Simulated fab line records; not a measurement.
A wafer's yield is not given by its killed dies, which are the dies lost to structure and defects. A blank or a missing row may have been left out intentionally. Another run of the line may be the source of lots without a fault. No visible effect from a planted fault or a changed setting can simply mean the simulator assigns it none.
Matching of chambers    flow gf180mcu    3 sister chambers for GF_V5_CVD_02 on pecvd-01
The step deposits SiO2 from TEOS, target thk 1450 nm, time 163.28 s. 6 wafers are shown with their chamber, then 10 later ones without.

== EACH WAFER AND ITS CHAMBER ==
wafer   chamber  heater-power-w (W)
L375.5  2        514
L376.1  2        629
L376.2  1        525
L376.4  0        648
L386.1  1        510
L386.2  0        716

== WAFERS WITH NO CHAMBER GIVEN ==
wafer   heater-power-w (W)
L386.6  575
L389.1  526
L389.2  757
L389.4  590
L391.1  509
L391.3  577
L391.4  782
L392.3  805
L392.4  665
L392.6  571

== WHICH CHAMBER EACH WENT THROUGH ==
wafer   from the rows above           in truth
L386.6  can't be placed: 2 or 1 or 0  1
L389.1  can't be placed: 1 or 2       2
L389.2  0                             0
L389.4  can't be placed: 2 or 1 or 0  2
L391.1  can't be placed: 1 or 2       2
L391.3  can't be placed: 2 or 1 or 0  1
L391.4  0                             0
L392.3  0                             0
L392.4  can't be placed: 0 or 2       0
L392.6  can't be placed: 2 or 1       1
Correct placement for 3 of the 10. Cannot be placed on the basis of these rows: 7; the candidates contain the true chamber in 7. Number placed wrongly: 0.
How it was worked out, from the rows above alone: a wafer's distance from a chamber is the root of the sum, over the readings, of the square of ((its reading less the chamber's mean) divided by the reading's scatter). If the next closest chamber is less than 2 further off than the closest, the wafer can't be placed; otherwise it belongs to the closest. Each chamber's mean is taken over the wafers shown for it. How the scatter is found: for the shown wafers, subtract from each reading the mean of its chamber, square and add these, divide the total by (wafers less chambers), then take the root.
